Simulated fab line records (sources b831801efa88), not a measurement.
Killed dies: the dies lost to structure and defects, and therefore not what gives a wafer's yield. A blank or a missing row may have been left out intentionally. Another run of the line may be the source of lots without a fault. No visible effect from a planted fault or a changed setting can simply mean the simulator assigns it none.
Which tool was responsible? | flow sky130 | 6 lots with 18 wafers sampled at 3 steps, on a route of 708 steps

## WHAT THE GAUGES READ, wafer by wafer
SKY_POLY_GATE_THK_MEAS_21.
lot  | measured     | on            | POLY_GATE_OXIDATION_THK (nm)
L802 | day 17 19:23 | film_metro-02 | 3.92 3.90 3.81
L805 | day 19 03:27 | film_metro-02 | 3.89 3.92 3.84
L808 | day 21 00:58 | film_metro-01 | 6.45 6.59 6.54
L812 | day 21 20:08 | film_metro-02 | 6.59 6.55 6.58
L820 | day 24 14:55 | film_metro-01 | 3.86 3.99 3.79
L822 | day 25 04:49 | film_metro-02 | 3.92 3.91 3.79

## WHICH TOOL RAN EACH LOT (tool, then ch and the chambers of the sampled wafers, then the start)
lot  | SKY_SONOS_ONO_ETCH_15              | SKY_POLY_GATE_OXIDATION_20
L802 | rie_diel-02 ch 1,2,3, day 13 22:21 | furnace-01 ch 0, day 17 18:08
L805 | rie_diel-02 ch 0,1,2, day 14 21:13 | furnace-01 ch 0, day 19 02:11
L808 | rie_diel-01 ch 0,3, day 16 17:18   | furnace-01 ch 0, day 20 22:17
L812 | rie_diel-04 ch 0,1,2, day 17 10:44 | furnace-02 ch 0, day 21 17:26
L820 | rie_diel-01 ch 2,3, day 20 08:41   | furnace-01 ch 0, day 24 13:40
L822 | rie_diel-01 ch 0,2, day 20 21:34   | furnace-01 ch 0, day 25 03:34
- SKY_SONOS_ONO_ETCH_15: etches the open film in CHF3/O2, target depth 19.52 nm, time 7.8 s.
- SKY_POLY_GATE_OXIDATION_20: stabilise 600 s, purge 300 s, target thk 4 nm.

## THE ANSWER, worked out from the rows above alone
Rule: usual is defined by the lots themselves. The widest of any qualifying gaps counts: lots, ordered by their means at a reading, are off when they make up no more than a third of the lots, leave a main group of 4 or more, and stand apart from it by 3 or more times the standard deviation of that group's means. If all means in a main group match to the digits the tables above print for the reading, that group is not used. Also off: a lot with no number at a reading for which 4 or more lots have one. The other lots that the step has rows for count as sound.
Off: at SKY_POLY_GATE_THK_MEAS_21 (POLY_GATE_OXIDATION_THK), L808, L812. The main group has a mean of 3.88 nm with a standard deviation of 0.0037.
A tool fits if, at a process step before that reading, it ran every lot that is off, and no sound lot after the first of them. The gauges at SKY_POLY_GATE_THK_MEAS_21 are tried like those tools. None of those tried fits.

## WHAT HAD BEEN PUT IN BY THE SIMULATOR
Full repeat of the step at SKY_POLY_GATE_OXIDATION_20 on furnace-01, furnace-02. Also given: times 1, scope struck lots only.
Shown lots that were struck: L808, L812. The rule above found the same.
